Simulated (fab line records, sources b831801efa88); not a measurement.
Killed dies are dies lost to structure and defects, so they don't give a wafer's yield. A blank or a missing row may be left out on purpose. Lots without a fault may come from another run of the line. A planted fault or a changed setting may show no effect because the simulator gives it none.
Split-lot experiment | flow sfq_line | 5 lots, 23 wafers read, on a route of 325 steps

THE SPLIT
At SFQ_TRILAYER_I6_VIA_LITHO_COAT_174 (resist thk 62 nm), the setting resist_thk_nm was moved away from the recipe's 62 nm on 10 of the 23 wafers read, by -5.6% to +5.9%. The other wafers ran this setting at the recipe's value.

FROM THE SPLIT TO THE READING: what the file shows between them, 2 steps
- SFQ_TRILAYER_I6_VIA_LITHO_PEB_172: peb time 60 s (also split here: peb_temp_c)
- SFQ_TRILAYER_I6_VIA_LITHO_DEVELOP_171: time 60 s

THE READING
oes_product_au, in a.u., at SFQ_TRILAYER_I6_VIA_BARC_OPEN_VIA_ETCH_235 (etches BARC in O2, target depth 125 nm, time 41.7 s). Fault-free wafers of this fab line usually give 0.685 a.u., standard deviation 0.0048 a.u..

wafer  | tool, chamber at the split | resist_thk_nm as run, nm | against the recipe | oes_product_au, a.u. | against lot-mates on the recipe
L076.1 | litho_track-02, 0          | 63.18                    | +1.9%              | 0.691                | +0.008
L076.2 | litho_track-02, 0          | 62                       | recipe             | 0.687                | -
L076.3 | litho_track-02, 0          | 62                       | recipe             | 0.685                | -
L076.4 | litho_track-02, 0          | 62                       | recipe             | 0.678                | -
L076.5 | litho_track-02, 0          | 63.18                    | +1.9%              | 0.685                | +0.002
L077.1 | litho_track-01, 0          | 62                       | recipe             | 0.685                | -
L077.2 | litho_track-01, 0          | 62                       | recipe             | 0.685                | -
L077.3 | litho_track-01, 0          | 64.63                    | +4.2%              | 0.693                | +0.008
L077.4 | litho_track-01, 0          | 64.63                    | +4.2%              | 0.694                | +0.009
L077.6 | litho_track-01, 0          | 64.63                    | +4.2%              | 0.693                | +0.008
L080.1 | litho_track-03, 0          | 62                       | recipe             | 0.685                | -
L080.3 | litho_track-03, 0          | 62                       | recipe             | 0.685                | -
L080.6 | litho_track-03, 0          | 62                       | recipe             | 0.692                | -
L083.1 | litho_track-02, 0          | 62                       | recipe             | 0.684                | -
L083.3 | litho_track-02, 0          | 65.68                    | +5.9%              | 0.701                | +0.014
L083.4 | litho_track-02, 0          | 62                       | recipe             | 0.683                | -
L083.5 | litho_track-02, 0          | 65.68                    | +5.9%              | 0.700                | +0.013
L083.6 | litho_track-02, 0          | 62                       | recipe             | 0.693                | -
L084.1 | litho_track-02, 0          | 62                       | recipe             | 0.689                | -
L084.2 | litho_track-02, 0          | 62                       | recipe             | 0.676                | -
L084.4 | litho_track-02, 0          | 58.51                    | -5.6%              | 0.667                | -0.015
L084.5 | litho_track-02, 0          | 58.51                    | -5.6%              | 0.665                | -0.017
L084.6 | litho_track-02, 0          | 58.51                    | -5.6%              | 0.662                | -0.020

THE FIT
A straight line over all 23 wafers: oes_product_au changes by +0.00291 a.u. for each +1% of resist_thk_nm; r = +0.91; the points scatter about the line by 0.0042 a.u..
The same after taking each lot's own level away (the mean of its wafers on the recipe; 23 wafers): +0.00265 a.u. for each +1%; r = +0.92; scatter 0.0037 a.u..
On that fit, the largest move of resist_thk_nm shifts the reading by 0.016 a.u..
The lots' own levels span 0.6825 to 0.6873 a.u., that is 1.0 times the standard deviation above.
So the lot-to-lot level changes the slope little: the two slopes agree.
Check: with one of the wafers moved furthest among these (+5.9%) left out of the fit, the line predicts +0.0148 a.u. for it against its lot-mates. It came out at +0.0143 a.u. against them.

OTHER SPLITS ON THESE WAFERS
These wafers also went through other splits before the reading. Each is held against what the fit with the lots' levels taken away leaves over:
other split on the same wafers                    | wafers away from the commonest value | r with oes_product_au (lot level and that fit taken away)
SFQ_TRILAYER_I4_VIA_BARC_OPEN_VIA_ETCH_146 time_s | 8                                    | -0.33
SFQ_TRILAYER_JJ_CE_LITHO_COAT_114 resist_thk_nm   | 9                                    | +0.06
SFQ_TRILAYER_M5_ETCH_METAL_ETCH_126 icp_w         | 4                                    | -0.18
SFQ_TRILAYER_R5_LITHO_COAT_136 spin_rpm           | 11                                   | -0.06
SFQ_TRILAYER_R5_LITHO_PEB_139 peb_temp_c          | 6                                    | +0.00
SFQ_TRILAYER_C5_LITHO_COAT_156 resist_thk_nm      | 7                                    | -0.02
SFQ_TRILAYER_C5_BARC_OPEN_VIA_ETCH_210 bias_w     | 8                                    | -0.12
SFQ_TRILAYER_M6_LITHO_COAT_164 spin_rpm           | 7                                    | +0.15
SFQ_TRILAYER_M6_LITHO_PEB_162 peb_temp_c          | 7                                    | +0.18
SFQ_TRILAYER_I6_VIA_LITHO_PEB_172 peb_temp_c      | 9                                    | -0.02

THE WHOLE CHAIN: every reading that the file lists as answering this split, in the file's order
step                                       | what it does                                        | reading                                                                                        | change (the file's fit)                   | r (the file's)
SFQ_TRILAYER_I6_VIA_LITHO_COAT_174         | resist thk 62 nm                                    | BARC_of_TRILAYER_I6_VIA_LITHO_COAT_174.thk_nm (the simulator's own value, which no gauge read) | +0.634 nm for each +1% of the setting     | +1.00
SFQ_TRILAYER_I6_VIA_BARC_OPEN_VIA_ETCH_235 | etches BARC in O2, target depth 125 nm, time 41.7 s | oes_product_au                                                                                 | +0.00258 a.u. for each +1% of the setting | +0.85
SFQ_TRILAYER_I6_VIA_BARC_OPEN_VIA_ETCH_235 | etches BARC in O2, target depth 125 nm, time 41.7 s | etch.depth_nm (the simulator's own value, which no gauge read)                                 | +0.634 nm for each +1% of the setting     | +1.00

THE FILE'S OWN FIT
oes_product_au changes by +0.00258 a.u. for each +1% of resist_thk_nm, r = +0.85.
